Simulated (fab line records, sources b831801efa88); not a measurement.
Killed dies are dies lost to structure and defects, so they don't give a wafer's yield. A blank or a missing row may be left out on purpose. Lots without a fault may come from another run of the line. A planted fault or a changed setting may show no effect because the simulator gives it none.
A struck lot beside a sound one | flow sky130 | 15 steps out of a route of 708
Sound: wafers L272.1, L272.4, L272.6. Struck: wafers L265.2, L265.3, L265.6. The cause comes at the end.
At each step with rows: each side's tool, then ch and its chambers, then its first start. Under that, the readings that differ: sound wafers | struck wafers | difference of the means | sigmas: that difference in standard deviations of wafers without a fault.
alike: readings whose means differ by less than 2 such deviations, and words and numbers that are the same on both sides. not compared: withheld readings, readings that some wafer has no value for, bounds like >300 that may hide the same value, and numbers for which the record gives no deviation and whose values overlap.
The two part at a step that has a row with sigmas, a row that says differs or no value, or rows on one side only. Numbers that don't overlap but have no deviation are shown without sigmas and don't part them. A reading that every wafer of one side lacks parts them only if that side has two wafers or more.

first, 2 steps without rows for these wafers: SKY_PASSIVATION_PEB_09; SKY_PASSIVATION_DEVELOP_10 (develop time 60 s).
SKY_PASSIVATION_ETCH_11: etches the open film in CF4/O2, stops on AlCu, target depth 725 nm, time 161.1 s.
  sound on rie_diel-03 ch 1,3, day 49 21:22; struck on rie_diel-04 ch 0,2, day 48 08:46
  alike: drypump_motor_current_A, oes_product_au, throttle_valve_pct
  not compared: rf_hours_counter_h
SKY_PASSIVATION_STRIP_12: strips in O2/N2.
  sound on plasma_asher-04 ch 0, day 49 21:29; struck on plasma_asher-03 ch 1, day 48 08:52
  alike: chamber_pressure_mTorr, drypump_motor_current_A, o2_flow_sccm, oes_product_au, strip_time_to_endpoint_s
  not compared: rf_hours_counter_h
then, 7 steps without rows for these wafers: SKY_PAD_OPEN_DEHYDRATE_00 (time 60 s); SKY_PAD_OPEN_HMDS_01 (prime time 60 s); SKY_PAD_OPEN_COAT_02 (resist thk 3000 nm); SKY_PAD_OPEN_SOFTBAKE_03; SKY_PAD_OPEN_EXPOSE_04 (exposes mask PDM, target cd 60000 nm); SKY_PAD_OPEN_PEB_05; SKY_PAD_OPEN_DEVELOP_06 (develop time 60 s).
SKY_PAD_OPEN_ETCH_07: etches the open film in CF4/O2, stops on AlCu, target depth 725 nm, time 161.1 s.
  sound on rie_diel-03 ch 1,2, day 50 13:41; struck on rie_diel-02 ch 2,3, day 49 03:40
  alike: drypump_motor_current_A, oes_product_au, throttle_valve_pct
  not compared: rf_hours_counter_h
SKY_PAD_OPEN_STRIP_08: strips in O2/N2.
  sound on plasma_asher-01 ch 0,1, day 50 13:47; struck on plasma_asher-01 ch 0,1, day 49 03:46
  no value came back on the struck wafers for any of 5 readings (chamber_pressure_mTorr (mTorr), drypump_motor_current_A (A) and others); on the sound wafers chamber_pressure_mTorr (mTorr) reads 1501.2 1501.2 1500.9
  reading                                    | sound | struck         | difference | sigmas
  model.coat_of_PAD_OPEN_COAT_02.thk_nm (nm) | 0 0 0 | 2979 2997 2985 | +2987      |
  not compared: rf_hours_counter_h
then, 1 step without rows for these wafers: SKY_PAD_OPEN_STRIP_09 (strips in post etch residue remover, time 1200 s).
SKY_PAD_OPEN_PROBE_99:
  sound on prober-01, day 50 16:00; struck on prober-02, day 49 06:02
  reading     | sound    | struck   | difference | sigmas
  killed_open | 49 56 57 | 43 41 35 | -14        | -2
  alike: defect_limited_yield, killed_at_M0_to_M3, killed_at_M4_up, killed_at_contacts, killed_at_front_end, killed_at_other, killed_dies, killed_short, sort_bin_3_pad_short, sort_bin_5_function, sort_bin_6_memory, sort_bin_8_speed, sort_n_pass, sort_yield_pct

WHERE THEY PART
First at SKY_PAD_OPEN_STRIP_08; last, within this record, at SKY_PAD_OPEN_PROBE_99.

WHY: what the simulator had put in
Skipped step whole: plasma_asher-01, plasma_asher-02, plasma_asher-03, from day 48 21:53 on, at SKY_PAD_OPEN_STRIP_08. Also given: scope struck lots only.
